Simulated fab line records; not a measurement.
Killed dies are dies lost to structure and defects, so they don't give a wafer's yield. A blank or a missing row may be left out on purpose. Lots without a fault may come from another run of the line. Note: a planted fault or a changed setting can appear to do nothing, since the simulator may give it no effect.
Which of the tools did it? || flow sky130 || Sampling: 13 lots, 39 wafers, 6 of 708 route steps

## WHAT THE GAUGES READ, wafer by wafer
SKY_LDD_P_TW_MEAS_11. Usual: for LDD_P_TW the level is 637.6 and the standard deviation is 2.8.
{"lot": "L522", "measured": "day 18 10:23", "on": "film metro-01", "LDD_P_TW": "642.4 642.5 643.6", "flag": ""}
{"lot": "L524", "measured": "day 19 13:53", "on": "film metro-03", "LDD_P_TW": "633.2 635.8 637.4", "flag": ""}
{"lot": "L525", "measured": "day 20 05:37", "on": "film metro-01", "LDD_P_TW": "636.7 638.8 635.5", "flag": ""}
{"lot": "L526", "measured": "day 20 14:32", "on": "film metro-03", "LDD_P_TW": "638.5 640.1 640.1", "flag": ""}
{"lot": "L531", "measured": "day 22 11:35", "on": "film metro-01", "LDD_P_TW": "638.8 640.3 639.6", "flag": ""}
{"lot": "L532", "measured": "day 22 16:14", "on": "film metro-04", "LDD_P_TW": "634.5 636.7 635.3", "flag": ""}
{"lot": "L533", "measured": "day 23 03:01", "on": "film metro-03", "LDD_P_TW": "235.6 226.2 230.8", "flag": "OFF"}
{"lot": "L539", "measured": "day 25 04:10", "on": "film metro-04", "LDD_P_TW": "641.3 641.0 640.8", "flag": ""}
{"lot": "L541", "measured": "day 25 21:23", "on": "film metro-03", "LDD_P_TW": "640.1 636.4 639.5", "flag": ""}
{"lot": "L542", "measured": "day 26 08:32", "on": "film metro-04", "LDD_P_TW": "637.4 642.9 638.9", "flag": ""}
{"lot": "L543", "measured": "day 26 13:54", "on": "film metro-03", "LDD_P_TW": "635.2 635.4 637.9", "flag": ""}
{"lot": "L544", "measured": "day 27 01:03", "on": "film metro-01", "LDD_P_TW": "638.2 634.8 638.2", "flag": ""}
{"lot": "L545", "measured": "day 27 04:34", "on": "film metro-04", "LDD_P_TW": "634.8 635.4 637.0", "flag": ""}

SKY_LDD_HVN_OVL_MEAS_07. Usual: for LDD_HVN_OVL the level is 0.4 nm and the standard deviation is 1.4.
{"lot": "L522", "measured": "day 19 17:01", "on": "overlay-01", "LDD_HVN_OVL (nm)": "2.7 1.0 1.8", "flag": ""}
{"lot": "L524", "measured": "day 20 19:59", "on": "overlay-02", "LDD_HVN_OVL (nm)": "0.8 -0.4 -2.8", "flag": ""}
{"lot": "L525", "measured": "day 21 11:52", "on": "overlay-02", "LDD_HVN_OVL (nm)": "-0.8 -1.2 -2.3", "flag": ""}
{"lot": "L526", "measured": "day 21 21:31", "on": "overlay-01", "LDD_HVN_OVL (nm)": "2.7 -0.6 0.3", "flag": ""}
{"lot": "L531", "measured": "day 23 16:37", "on": "overlay-02", "LDD_HVN_OVL (nm)": "-2.8 -1.8 -2.6", "flag": ""}
{"lot": "L532", "measured": "day 23 22:23", "on": "overlay-01", "LDD_HVN_OVL (nm)": "1.8 2.4 0.1", "flag": ""}
{"lot": "L533", "measured": "day 24 08:22", "on": "overlay-01", "LDD_HVN_OVL (nm)": "2.4 1.9 1.1", "flag": ""}
{"lot": "L539", "measured": "day 26 08:16", "on": "overlay-01", "LDD_HVN_OVL (nm)": "0.5 1.8 1.2", "flag": ""}
{"lot": "L541", "measured": "day 27 01:40", "on": "overlay-01", "LDD_HVN_OVL (nm)": "-1.2 -1.2 0.0", "flag": ""}
{"lot": "L542", "measured": "day 27 13:13", "on": "overlay-01", "LDD_HVN_OVL (nm)": "1.1 0.9 1.8", "flag": ""}
{"lot": "L543", "measured": "day 27 18:07", "on": "overlay-02", "LDD_HVN_OVL (nm)": "-0.2 0.7 0.5", "flag": ""}
{"lot": "L544", "measured": "day 28 06:05", "on": "overlay-01", "LDD_HVN_OVL (nm)": "0.6 2.7 2.0", "flag": ""}
{"lot": "L545", "measured": "day 28 08:49", "on": "overlay-02", "LDD_HVN_OVL (nm)": "0.1 1.8 1.2", "flag": ""}

SKY_LDD_HVN_TW_MEAS_10. Usual: for LDD_HVN_TW the level is 1443 and the standard deviation is 7.7.
{"lot": "L522", "measured": "day 19 17:18", "on": "film metro-04", "LDD_HVN_TW": "1440 1441 1437", "flag": ""}
{"lot": "L524", "measured": "day 20 20:17", "on": "film metro-03", "LDD_HVN_TW": "1450 1440 1443", "flag": ""}
{"lot": "L525", "measured": "day 21 12:08", "on": "film metro-02", "LDD_HVN_TW": "1436 1437 1435", "flag": ""}
{"lot": "L526", "measured": "day 21 21:49", "on": "film metro-02", "LDD_HVN_TW": "1440 1431 1435", "flag": ""}
{"lot": "L531", "measured": "day 23 16:54", "on": "film metro-03", "LDD_HVN_TW": "1449 1444 1446", "flag": ""}
{"lot": "L532", "measured": "day 23 22:40", "on": "film metro-03", "LDD_HVN_TW": "1451 1441 1448", "flag": ""}
{"lot": "L533", "measured": "day 24 08:40", "on": "film metro-03", "LDD_HVN_TW": "1440 1438 1432", "flag": ""}
{"lot": "L539", "measured": "day 26 08:33", "on": "film metro-02", "LDD_HVN_TW": "1444 1457 1454", "flag": ""}
{"lot": "L541", "measured": "day 27 01:57", "on": "film metro-02", "LDD_HVN_TW": "1447 1443 1450", "flag": ""}
{"lot": "L542", "measured": "day 27 13:29", "on": "film metro-03", "LDD_HVN_TW": "1429 1423 1429", "flag": ""}
{"lot": "L543", "measured": "day 27 18:25", "on": "film metro-04", "LDD_HVN_TW": "1447 1443 1439", "flag": ""}
{"lot": "L544", "measured": "day 28 06:23", "on": "film metro-03", "LDD_HVN_TW": "1437 1438 1438", "flag": ""}
{"lot": "L545", "measured": "day 28 09:06", "on": "film metro-03", "LDD_HVN_TW": "1429 1440 1436", "flag": ""}

## WHAT TOOL EACH LOT RAN ON (gives the tool, then ch and the chambers of the sampled wafers, and finally the start)
{"lot": "L522", "SKY_POLY_GATE_STRIP_18": "plasma asher-02 ch 0,1, day 15 17:22", "SKY_LDD_N_STRIP_16": "plasma asher-03 ch 0,1, day 17 03:33", "SKY_LDD_P_STRIP_10": "plasma asher-02 ch 0,1, day 18 10:16"}
{"lot": "L524", "SKY_POLY_GATE_STRIP_18": "plasma asher-02 ch 0,1, day 16 21:17", "SKY_LDD_N_STRIP_16": "plasma asher-01 ch 0,1, day 18 06:56", "SKY_LDD_P_STRIP_10": "plasma asher-02 ch 0,1, day 19 13:48"}
{"lot": "L525", "SKY_POLY_GATE_STRIP_18": "plasma asher-04 ch 0,1, day 17 11:19", "SKY_LDD_N_STRIP_16": "plasma asher-01 ch 0,1, day 18 22:33", "SKY_LDD_P_STRIP_10": "plasma asher-02 ch 0,1, day 20 05:31"}
{"lot": "L526", "SKY_POLY_GATE_STRIP_18": "plasma asher-03 ch 1, day 17 21:10", "SKY_LDD_N_STRIP_16": "plasma asher-01 ch 0, day 19 07:21", "SKY_LDD_P_STRIP_10": "plasma asher-02 ch 0,1, day 20 14:25"}
{"lot": "L531", "SKY_POLY_GATE_STRIP_18": "plasma asher-03 ch 0,1, day 19 16:31", "SKY_LDD_N_STRIP_16": "plasma asher-03 ch 0,1, day 21 04:27", "SKY_LDD_P_STRIP_10": "plasma asher-01 ch 0,1, day 22 11:29"}
{"lot": "L532", "SKY_POLY_GATE_STRIP_18": "plasma asher-03 ch 0,1, day 20 00:19", "SKY_LDD_N_STRIP_16": "plasma asher-03 ch 0,1, day 21 09:57", "SKY_LDD_P_STRIP_10": "plasma asher-01 ch 0,1, day 22 16:08"}
{"lot": "L533", "SKY_POLY_GATE_STRIP_18": "plasma asher-03 ch 0,1, day 20 11:52", "SKY_LDD_N_STRIP_16": "plasma asher-03 ch 0,1, day 21 20:54", "SKY_LDD_P_STRIP_10": "plasma asher-04 ch 0,1, day 23 02:55"}
{"lot": "L539", "SKY_POLY_GATE_STRIP_18": "plasma asher-03 ch 0,1, day 22 12:10", "SKY_LDD_N_STRIP_16": "plasma asher-01 ch 0,1, day 23 21:59", "SKY_LDD_P_STRIP_10": "plasma asher-04 ch 0,1, day 25 04:04"}
{"lot": "L541", "SKY_POLY_GATE_STRIP_18": "plasma asher-02 ch 0,1, day 23 07:46", "SKY_LDD_N_STRIP_16": "plasma asher-02 ch 0,1, day 24 15:44", "SKY_LDD_P_STRIP_10": "plasma asher-02 ch 0,1, day 25 21:16"}
{"lot": "L542", "SKY_POLY_GATE_STRIP_18": "plasma asher-04 ch 0,1, day 23 19:28", "SKY_LDD_N_STRIP_16": "plasma asher-01 ch 0,1, day 25 03:29", "SKY_LDD_P_STRIP_10": "plasma asher-01 ch 0,1, day 26 08:26"}
{"lot": "L543", "SKY_POLY_GATE_STRIP_18": "plasma asher-04 ch 0,1, day 24 00:56", "SKY_LDD_N_STRIP_16": "plasma asher-02 ch 0,1, day 25 08:59", "SKY_LDD_P_STRIP_10": "plasma asher-04 ch 0,1, day 26 13:49"}
{"lot": "L544", "SKY_POLY_GATE_STRIP_18": "plasma asher-03 ch 0,1, day 24 12:29", "SKY_LDD_N_STRIP_16": "plasma asher-01 ch 0,1, day 25 19:56", "SKY_LDD_P_STRIP_10": "plasma asher-04 ch 0,1, day 27 00:58"}
{"lot": "L545", "SKY_POLY_GATE_STRIP_18": "plasma asher-03 ch 0,1, day 24 17:01", "SKY_LDD_N_STRIP_16": "plasma asher-01 ch 0,1, day 25 23:36", "SKY_LDD_P_STRIP_10": "plasma asher-01 ch 0,1, day 27 04:28"}
- SKY_POLY_GATE_STRIP_18: strips in O2/N2.
- SKY_LDD_N_STRIP_16: strips in O2/N2.
- SKY_LDD_P_STRIP_10: strips in O2/N2.

## AS READ BY THE TOOLS THEMSELVES (means over the sampled wafers that have a number; for cases with no such wafer, the mark the record gives instead)
SKY_POLY_GATE_STRIP_18. Usual: drypump motor current A 6.0 A, standard deviation 0.38; oes product au 0.358 a.u., standard deviation 0.005; strip time to endpoint s 3.13 s, standard deviation 0.051.
{"lot": "L522", "tool": "plasma asher-02", "drypump motor current A (A)": 5.4, "oes product au (a.u.)": 0.362, "strip time to endpoint s (s)": 3.14, "flag": ""}
{"lot": "L524", "tool": "plasma asher-02", "drypump motor current A (A)": 5.4, "oes product au (a.u.)": 0.358, "strip time to endpoint s (s)": 3.16, "flag": ""}
{"lot": "L525", "tool": "plasma asher-04", "drypump motor current A (A)": 6.2, "oes product au (a.u.)": 0.359, "strip time to endpoint s (s)": 3.15, "flag": ""}
{"lot": "L526", "tool": "plasma asher-03", "drypump motor current A (A)": 6.2, "oes product au (a.u.)": 0.357, "strip time to endpoint s (s)": 3.11, "flag": ""}
{"lot": "L531", "tool": "plasma asher-03", "drypump motor current A (A)": 6.2, "oes product au (a.u.)": 0.359, "strip time to endpoint s (s)": 3.11, "flag": ""}
{"lot": "L532", "tool": "plasma asher-03", "drypump motor current A (A)": 6.2, "oes product au (a.u.)": 0.356, "strip time to endpoint s (s)": 3.13, "flag": ""}
{"lot": "L533", "tool": "plasma asher-03", "drypump motor current A (A)": 6.2, "oes product au (a.u.)": 0.359, "strip time to endpoint s (s)": 3.17, "flag": ""}
{"lot": "L539", "tool": "plasma asher-03", "drypump motor current A (A)": 6.2, "oes product au (a.u.)": 0.358, "strip time to endpoint s (s)": 3.15, "flag": ""}
{"lot": "L541", "tool": "plasma asher-02", "drypump motor current A (A)": 5.6, "oes product au (a.u.)": 0.359, "strip time to endpoint s (s)": 3.14, "flag": ""}
{"lot": "L542", "tool": "plasma asher-04", "drypump motor current A (A)": 6.2, "oes product au (a.u.)": 0.356, "strip time to endpoint s (s)": 3.06, "flag": ""}
{"lot": "L543", "tool": "plasma asher-04", "drypump motor current A (A)": 6.0, "oes product au (a.u.)": 0.364, "strip time to endpoint s (s)": 3.13, "flag": ""}
{"lot": "L544", "tool": "plasma asher-03", "drypump motor current A (A)": 6.2, "oes product au (a.u.)": 0.357, "strip time to endpoint s (s)": 3.10, "flag": ""}
{"lot": "L545", "tool": "plasma asher-03", "drypump motor current A (A)": 6.2, "oes product au (a.u.)": 0.356, "strip time to endpoint s (s)": 3.13, "flag": ""}

SKY_LDD_N_STRIP_16. Usual: drypump motor current A 5.7 A, standard deviation 0.5; oes product au 0.406 a.u., standard deviation 0.0046; strip time to endpoint s 4.317 s, standard deviation 0.014.
{"lot": "L522", "tool": "plasma asher-03", "drypump motor current A (A)": 6.2, "oes product au (a.u.)": 0.404, "strip time to endpoint s (s)": 4.331, "flag": ""}
{"lot": "L524", "tool": "plasma asher-01", "drypump motor current A (A)": 5.2, "oes product au (a.u.)": 0.403, "strip time to endpoint s (s)": 4.300, "flag": ""}
{"lot": "L525", "tool": "plasma asher-01", "drypump motor current A (A)": 5.5, "oes product au (a.u.)": 0.404, "strip time to endpoint s (s)": 4.332, "flag": ""}
{"lot": "L526", "tool": "plasma asher-01", "drypump motor current A (A)": 5.8, "oes product au (a.u.)": 0.404, "strip time to endpoint s (s)": 4.327, "flag": ""}
{"lot": "L531", "tool": "plasma asher-03", "drypump motor current A (A)": 6.2, "oes product au (a.u.)": 0.414, "strip time to endpoint s (s)": 4.324, "flag": ""}
{"lot": "L532", "tool": "plasma asher-03", "drypump motor current A (A)": 6.2, "oes product au (a.u.)": 0.408, "strip time to endpoint s (s)": 4.306, "flag": ""}
{"lot": "L533", "tool": "plasma asher-03", "drypump motor current A (A)": 6.2, "oes product au (a.u.)": 0.924, "strip time to endpoint s (s)": "-", "flag": "OFF"}
{"lot": "L539", "tool": "plasma asher-01", "drypump motor current A (A)": 5.5, "oes product au (a.u.)": 0.407, "strip time to endpoint s (s)": 4.317, "flag": ""}
{"lot": "L541", "tool": "plasma asher-02", "drypump motor current A (A)": 5.4, "oes product au (a.u.)": 0.406, "strip time to endpoint s (s)": 4.318, "flag": ""}
{"lot": "L542", "tool": "plasma asher-01", "drypump motor current A (A)": 5.2, "oes product au (a.u.)": 0.410, "strip time to endpoint s (s)": 4.326, "flag": ""}
{"lot": "L543", "tool": "plasma asher-02", "drypump motor current A (A)": 5.4, "oes product au (a.u.)": 0.405, "strip time to endpoint s (s)": 4.314, "flag": ""}
{"lot": "L544", "tool": "plasma asher-01", "drypump motor current A (A)": 5.2, "oes product au (a.u.)": 0.407, "strip time to endpoint s (s)": 4.307, "flag": ""}
{"lot": "L545", "tool": "plasma asher-01", "drypump motor current A (A)": 5.2, "oes product au (a.u.)": 0.406, "strip time to endpoint s (s)": 4.304, "flag": ""}

SKY_LDD_P_STRIP_10. Usual: drypump motor current A 5.6 A, standard deviation 0.49; oes product au 0.716 a.u., standard deviation 0.0045; strip time to endpoint s 14.17 s, standard deviation 0.042.
{"lot": "L522", "tool": "plasma asher-02", "drypump motor current A (A)": 5.6, "oes product au (a.u.)": 0.715, "strip time to endpoint s (s)": 14.26, "flag": ""}
{"lot": "L524", "tool": "plasma asher-02", "drypump motor current A (A)": 5.6, "oes product au (a.u.)": 0.719, "strip time to endpoint s (s)": 14.13, "flag": ""}
{"lot": "L525", "tool": "plasma asher-02", "drypump motor current A (A)": 5.3, "oes product au (a.u.)": 0.717, "strip time to endpoint s (s)": 14.17, "flag": ""}
{"lot": "L526", "tool": "plasma asher-02", "drypump motor current A (A)": 5.4, "oes product au (a.u.)": 0.716, "strip time to endpoint s (s)": 14.20, "flag": ""}
{"lot": "L531", "tool": "plasma asher-01", "drypump motor current A (A)": 5.2, "oes product au (a.u.)": 0.715, "strip time to endpoint s (s)": 14.10, "flag": ""}
{"lot": "L532", "tool": "plasma asher-01", "drypump motor current A (A)": 5.5, "oes product au (a.u.)": 0.716, "strip time to endpoint s (s)": 14.17, "flag": ""}
{"lot": "L533", "tool": "plasma asher-04", "drypump motor current A (A)": 6.0, "oes product au (a.u.)": 0.716, "strip time to endpoint s (s)": 14.98, "flag": "OFF"}
{"lot": "L539", "tool": "plasma asher-04", "drypump motor current A (A)": 5.9, "oes product au (a.u.)": 0.720, "strip time to endpoint s (s)": 14.16, "flag": ""}
{"lot": "L541", "tool": "plasma asher-02", "drypump motor current A (A)": 5.3, "oes product au (a.u.)": 0.718, "strip time to endpoint s (s)": 14.21, "flag": ""}
{"lot": "L542", "tool": "plasma asher-01", "drypump motor current A (A)": 5.5, "oes product au (a.u.)": 0.717, "strip time to endpoint s (s)": 14.18, "flag": ""}
{"lot": "L543", "tool": "plasma asher-04", "drypump motor current A (A)": 6.2, "oes product au (a.u.)": 0.718, "strip time to endpoint s (s)": 14.23, "flag": ""}
{"lot": "L544", "tool": "plasma asher-04", "drypump motor current A (A)": 6.2, "oes product au (a.u.)": 0.720, "strip time to endpoint s (s)": 14.20, "flag": ""}
{"lot": "L545", "tool": "plasma asher-01", "drypump motor current A (A)": 5.5, "oes product au (a.u.)": 0.717, "strip time to endpoint s (s)": 14.23, "flag": ""}

## THE ANSWER, worked out from the rows above alone
Rule: a lot is off if the mean of its wafers that have a number lies more than 3 standard deviations from the usual mean. Also off: a lot with no number at a reading for which 4 or more lots have one. Where the step has rows for the other lots, those lots are counted as sound. First the gauges in route order, then the tools' own readings, where a lot's mean is used as printed above. The first step at which some lot is off is used, and at that step the reading that is off furthest; a lot without a number counts as furthest.
Off: L533, at SKY_LDD_P_TW_MEAS_11 (LDD_P_TW).
If a tool, at a process step before that reading, ran all the lots that are off and no sound lot after the first of them, it fits. Not tried: the gauges at SKY_LDD_P_TW_MEAS_11; whatever is off there is also off at SKY_LDD_N_STRIP_16, on other tools, and gauge error can't account for it. One fits: plasma asher-03 at SKY_LDD_N_STRIP_16. Its last sound lot is L532 (day 21 09:57), its first lot that is off L533 (day 21 20:54): a fault that began between those two fits.
On the lots that are off, the tool's own readings at SKY_LDD_N_STRIP_16 differ by more than 5 times the standard deviation of the sound lots' means, which bears it out; oes product au reads 0.924 a.u. there versus 0.407 a.u. on the sound lots.
Blank at SKY_LDD_N_STRIP_16 on the lots that are off, where sound lots have numbers: strip time to endpoint s.

## WHAT THE SIMULATOR HAD INSERTED
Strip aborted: plasma asher-03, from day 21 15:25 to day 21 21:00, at SKY_LDD_N_STRIP_16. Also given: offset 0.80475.
Lots struck among those shown: L533. The rule given above showed the same thing.
